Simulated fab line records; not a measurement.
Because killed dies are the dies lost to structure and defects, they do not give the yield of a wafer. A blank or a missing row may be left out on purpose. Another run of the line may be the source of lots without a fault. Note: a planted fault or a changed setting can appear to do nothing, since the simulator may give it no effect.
Chamber matching    flow sky130    SKY_METAL3_ETCH_17 on rie_diel-03: 4 sister chambers
The step etches SiO2 in C4F8/O2/Ar, stops on TiN, time 3.9 s, target depth 15 nm. 4 wafers are shown with their chamber, then 9 later ones without.

== WAFERS, EACH WITH ITS CHAMBER ==
wafer   chamber  oes_product_au (a.u.)
L086.4  0        0.751
L089.2  2        0.744
L089.4  1        0.748
L089.5  3        0.761

== WAFERS WITH NO CHAMBER GIVEN ==
wafer   oes_product_au (a.u.)
L093.3  0.755
L093.4  0.747
L093.6  0.758
L094.1  0.753
L094.5  0.744
L094.6  0.748
L095.1  0.751
L095.2  0.745
L095.4  0.754

== WHICH CHAMBER EACH WENT THROUGH ==
wafer   from the rows above           in truth
L093.3  can't be placed: 0 or 3 or 1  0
L093.4  can't be placed: 1 or 2 or 0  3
L093.6  can't be placed: 3 or 0       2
L094.1  can't be placed: 0 or 1       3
L094.5  can't be placed: 2 or 1       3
L094.6  can't be placed: 1 or 0 or 2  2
L095.1  can't be placed: 0 or 1       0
L095.2  can't be placed: 2 or 1       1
L095.4  can't be placed: 0 or 1 or 3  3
Placed correctly: 0 of 9. Can't be placed from these rows: 9 (the true chamber is among the candidates in 5). Wrongly placed: 0.
How it was worked out, from the rows above alone: a wafer's distance from a chamber is the root of the sum, over the readings, of the square of ((its reading less the chamber's mean) divided by the reading's scatter). If the next closest chamber is less than 2 further off than the closest, the wafer can't be placed; otherwise it belongs to the closest. A chamber's mean is the mean of its shown wafers. The scatter: with one shown wafer a chamber, the root of the mean of the squares of how far each hidden wafer lies from its nearest shown one.
